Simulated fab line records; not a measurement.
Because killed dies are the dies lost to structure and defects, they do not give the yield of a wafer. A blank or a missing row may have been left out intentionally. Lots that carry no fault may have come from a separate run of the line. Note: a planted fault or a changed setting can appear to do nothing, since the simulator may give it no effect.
Which tool did it? | flow sky130 | 11 lots, 33 wafers sampled, at 5 steps of a route of 708

== WHAT EACH GAUGE READ, for each wafer ==
SKY_SONOS_TUNNEL_CD_MEAS_07: target cd 410 nm.
lot  | measured     | on        | cd_nm (nm)
L721 | day 11 18:01 | cd_sem-01 | 407.9 407.9 408.7
L723 | day 12 02:44 | cd_sem-01 | 406.3 408.2 406.6
L724 | day 12 15:52 | cd_sem-01 | 411.5 411.2 409.6
L726 | day 13 14:34 | cd_sem-01 | 409.1 409.1 407.5
L728 | day 14 14:38 | cd_sem-02 | 409.1 407.7 409.7
L730 | day 14 22:34 | cd_sem-01 | 409.2 407.5 407.3
L731 | day 15 04:19 | cd_sem-01 | 410.0 409.4 410.0
L733 | day 16 00:53 | cd_sem-01 | 411.2 412.8 411.8
L738 | day 17 11:38 | cd_sem-02 | 410.5 410.1 410.3
L741 | day 18 07:28 | cd_sem-01 | 409.1 410.7 409.4
L743 | day 18 22:30 | cd_sem-01 | 412.4 410.5 410.3

SKY_POLY_GATE_THK_MEAS_01.
lot  | measured     | on            | POLY_GATE_CVD_00_THK (nm)
L721 | day 14 08:07 | film_metro-01 | 178.5 179.5 180.7
L723 | day 14 17:22 | film_metro-02 | 181.5 179.7 180.9
L724 | day 15 22:37 | film_metro-01 | 176.0 177.3 177.3
L726 | day 16 19:17 | film_metro-02 | 181.7 181.4 180.9
L728 | day 17 10:02 | film_metro-02 | 182.4 182.0 182.1
L730 | day 17 21:23 | film_metro-02 | 179.7 180.1 181.3
L731 | day 18 04:20 | film_metro-01 | 181.0 181.2 182.6
L733 | day 19 01:16 | film_metro-04 | 177.8 177.3 178.3
L738 | day 20 15:02 | film_metro-04 | 178.7 178.8 180.2
L741 | day 21 12:12 | film_metro-01 | 178.2 177.8 177.8
L743 | day 22 00:37 | film_metro-02 | 181.3 181.3 179.9

SKY_LDD_N_TW_MEAS_17.
lot  | measured     | on            | LDD_N_TW
L721 | day 18 03:01 | film_metro-01 | 2566 2570 2563
L723 | day 18 12:33 | film_metro-03 | 2545 2551 2547
L724 | day 19 22:02 | film_metro-04 | 2588 2590 2586
L726 | day 20 20:22 | film_metro-01 | 2556 2564 2575
L728 | day 21 10:37 | film_metro-03 | 2536 2550 2544
L730 | day 21 22:59 | film_metro-04 | 2583 2610 2607
L731 | day 22 04:48 | film_metro-01 | 2525 2518 2528
L733 | day 23 01:42 | film_metro-04 | 2539 2543 2528
L738 | day 24 14:37 | film_metro-04 | 2596 2586 2590
L741 | day 25 10:30 | film_metro-03 | 2556 2552 2551
L743 | day 26 01:16 | film_metro-03 | 2581 2571 2562

== WHICH TOOL RAN EACH LOT (tool, then ch and the chambers of the sampled wafers, then the start) ==
lot  | SKY_LDD_N_IMPLANT_08            | SKY_LDD_N_STRIP_16
L721 | implanter-04 ch 0, day 18 01:43 | plasma_asher-04 ch 0,1, day 18 02:54
L723 | implanter-04 ch 0, day 18 11:15 | plasma_asher-03 ch 0,1, day 18 12:27
L724 | implanter-01 ch 0, day 19 20:46 | plasma_asher-03 ch 0,1, day 19 21:56
L726 | implanter-04 ch 0, day 20 19:04 | plasma_asher-04 ch 0,1, day 20 20:16
L728 | implanter-01 ch 0, day 21 09:19 | plasma_asher-04 ch 0,1, day 21 10:31
L730 | implanter-01 ch 0, day 21 21:42 | plasma_asher-04 ch 0,1, day 21 22:52
L731 | implanter-01 ch 0, day 22 03:30 | plasma_asher-03 ch 0,1, day 22 04:42
L733 | implanter-01 ch 0, day 23 00:24 | plasma_asher-04 ch 0,1, day 23 01:36
L738 | implanter-04 ch 0, day 24 13:19 | plasma_asher-01 ch 0,1, day 24 14:30
L741 | implanter-03 ch 0, day 25 09:12 | plasma_asher-03 ch 0,1, day 25 10:24
L743 | implanter-04 ch 0, day 26 00:00 | plasma_asher-04 ch 0,1, day 26 01:11
- SKY_LDD_N_IMPLANT_08
- SKY_LDD_N_STRIP_16: strips in O2/N2.

== WHAT THE TOOLS THEMSELVES READ (means of the sampled wafers that have a number; where no wafer has one, the mark that the record gives instead) ==
SKY_LDD_N_IMPLANT_08.
lot  | tool         | dose_ions_cm2 | faraday_current_uA
L721 | implanter-04 | 7.5e+13       | 404
L723 | implanter-04 | 7.5e+13       | 405
L724 | implanter-01 | 7.5e+13       | 422
L726 | implanter-04 | 7.5e+13       | 411
L728 | implanter-01 | 7.5e+13       | 419
L730 | implanter-01 | 7.5e+13       | 413
L731 | implanter-01 | 4.7e+13       | 267
L733 | implanter-01 | 4.6e+13       | 262
L738 | implanter-04 | 7.5e+13       | 417
L741 | implanter-03 | 7.5e+13       | 427
L743 | implanter-04 | 7.5e+13       | 411

SKY_LDD_N_STRIP_16.
lot  | tool            | drypump_motor_current_A (A) | oes_product_au (a.u.) | strip_time_to_endpoint_s (s)
L721 | plasma_asher-04 | 5.8                         | 0.409                 | 4.319
L723 | plasma_asher-03 | 5.3                         | 0.410                 | 4.311
L724 | plasma_asher-03 | 5.7                         | 0.411                 | 4.310
L726 | plasma_asher-04 | 5.4                         | 0.407                 | 4.330
L728 | plasma_asher-04 | 5.8                         | 0.405                 | 4.301
L730 | plasma_asher-04 | 5.4                         | 0.406                 | 4.302
L731 | plasma_asher-03 | 5.7                         | 0.407                 | 4.244
L733 | plasma_asher-04 | 5.8                         | 0.401                 | 4.238
L738 | plasma_asher-01 | 5.6                         | 0.407                 | 4.319
L741 | plasma_asher-03 | 5.7                         | 0.409                 | 4.323
L743 | plasma_asher-04 | 5.8                         | 0.401                 | 4.316

== THE ANSWER, worked out from the rows above alone ==
Rule: usual is defined by the lots themselves. Put in order of their means at a reading, lots are off if they are a third of the lots or fewer, leave a main group of 4 or more, and stand apart from it by a gap of 3 or more times the standard deviation of the main group's means; of several such gaps the widest counts. The tables above print the reading to a certain number of digits; a main group whose means all agree to those digits is not used. A lot without any number at a reading at which 4 lots or more have one is off too. Where the step has rows for the other lots, those lots are counted as sound. The gauges are gone through in route order, then the tools' own readings, and for those a lot's mean is taken as printed above. At the first step where some lot is off, the reading lying furthest off is the one used; lots without a number count as furthest.
Off at SKY_LDD_N_IMPLANT_08 (faraday_current_uA): L731, L733. Mean 414 and standard deviation 7.2 in the main group.
A tool fits if, at that step or a process step before it, it ran every lot that is off, and no sound lot after the first of them. One fits: implanter-01 at SKY_LDD_N_IMPLANT_08. A fault onset in the window from L730 (day 21 21:42, its last sound lot) to L731 (day 22 03:30, its first lot off) fits.
The tool's own readings at SKY_LDD_N_IMPLANT_08 bear it out: on the lots that are off they differ by more than 5 times the standard deviation of the sound lots' means. dose_ions_cm2 reads 4.6e+13 there against 7.5e+13 on the sound lots; faraday_current_uA reads 264 there against 414 on the sound lots.

== WHAT WAS PUT IN BY THE SIMULATOR ==
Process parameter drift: implanter-01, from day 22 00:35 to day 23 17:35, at SKY_LDD_N_IMPLANT_08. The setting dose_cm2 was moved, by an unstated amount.
Lots struck among those shown: L731, L733. The same result came from the rule above.
